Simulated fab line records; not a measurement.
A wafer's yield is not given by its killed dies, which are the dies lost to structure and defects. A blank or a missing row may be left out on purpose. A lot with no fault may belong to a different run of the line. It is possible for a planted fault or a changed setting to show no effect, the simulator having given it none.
One fault seen from 2 desks | flow sky130 | only its own numbers are on each desk; what lay behind them is given at the end

FOR THE TOOL OWNER'S DESK: iline-stepper-02
The tool's own readings at SKY_GATE_OXIDE_EXPOSE_07 (exposes mask LVOM, target cd 600 nm): means of the sampled wafers that have a number, for each lot that ran on this tool. If a lot's mean is further than 4 standard deviations from the usual mean, the lot is out of limits and carries the mark OUT (the distance appears in the brackets).
Columns: A = focus-offset-nm at SKY_GATE_OXIDE_EXPOSE_07, usual 0.1 nm
lot  | first seen here | A
L692 | day 13 02:17    | 0.5
L693 | day 13 15:56    | -0.3
L694 | day 14 04:06    | 0.3
L696 | day 18 14:14    | -0.2
L697 | day 18 15:04    | 0.5
L701 | day 18 15:22    | 0.1
Result from this desk: across the 6 lots, nothing is out of limits.

THE METROLOGY DESK
Lot by lot, what the gauges showed, no matter which tool ran the lot: averages of those sampled wafers that carry a number. If a lot's mean is further than 4 standard deviations from the usual mean, the lot is out of limits and carries the mark OUT (the distance appears in the brackets).
Columns: A = VT_ADJUST_HVTR_TW at SKY_VT_ADJUST_HVTR_TW_MEAS_11, usual 208.7; B = GATE_OXIDE_OVL at SKY_GATE_OXIDE_OVL_MEAS_10, usual -0.2 nm; C = POLY_GATE_CVD_00_THK at SKY_POLY_GATE_THK_MEAS_01, usual 178.8 nm
lot  | first seen here | A     | B                        | C
L692 | day 9 08:16     | 204.9 | 0.0                      | 176.0
L693 | day 9 19:31     | 204.5 | 0.1                      | 177.3
L694 | day 10 08:55    | 210.1 | -161.6 (-99 or more) OUT | 177.6
L696 | day 10 13:56    | 210.3 | -162.0 (-99 or more) OUT | 179.3
L697 | day 10 22:01    | 205.4 | -162.9 (-99 or more) OUT | 179.3
L698 | day 11 04:13    | 208.8 | -0.1                     | 180.5
L701 | day 12 03:28    | 211.2 | -163.5 (-99 or more) OUT | 179.8
L702 | day 12 12:22    | 211.2 | 1.0                      | 178.7
L705 | day 13 08:46    | 211.6 | 0.5                      | 178.0
L706 | day 13 19:26    | 207.1 | 0.6                      | 178.3
L708 | day 14 11:22    | 206.3 | 1.9                      | 178.4
L712 | day 15 10:52    | 207.2 | -0.8                     | 181.2
Per this desk, out of limits: L694, L696, L697, L701; the first was L694, day 14 16:21 (GATE_OXIDE_OVL at SKY_GATE_OXIDE_OVL_MEAS_10). L692, L693, L698, L702, L705, L706, L708, L712: within limits.

TAKEN TOGETHER
An alarm was possible from the metrology desk at day 14 16:21, on L694, L696, L697, L701.
The tool owner's desk saw nothing out of limits.
Tool owner's desk: L694, L696, L697, L701 on record, inside its limits.
On iline-stepper-02, each named lot ran SKY_GATE_OXIDE_EXPOSE_07.

WHAT WAS PUT IN BY THE SIMULATOR
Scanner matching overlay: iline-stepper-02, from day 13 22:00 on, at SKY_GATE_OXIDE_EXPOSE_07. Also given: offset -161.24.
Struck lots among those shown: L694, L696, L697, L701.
Hours from the fault's start to each desk's first reading out of limits: the metrology desk, 18.
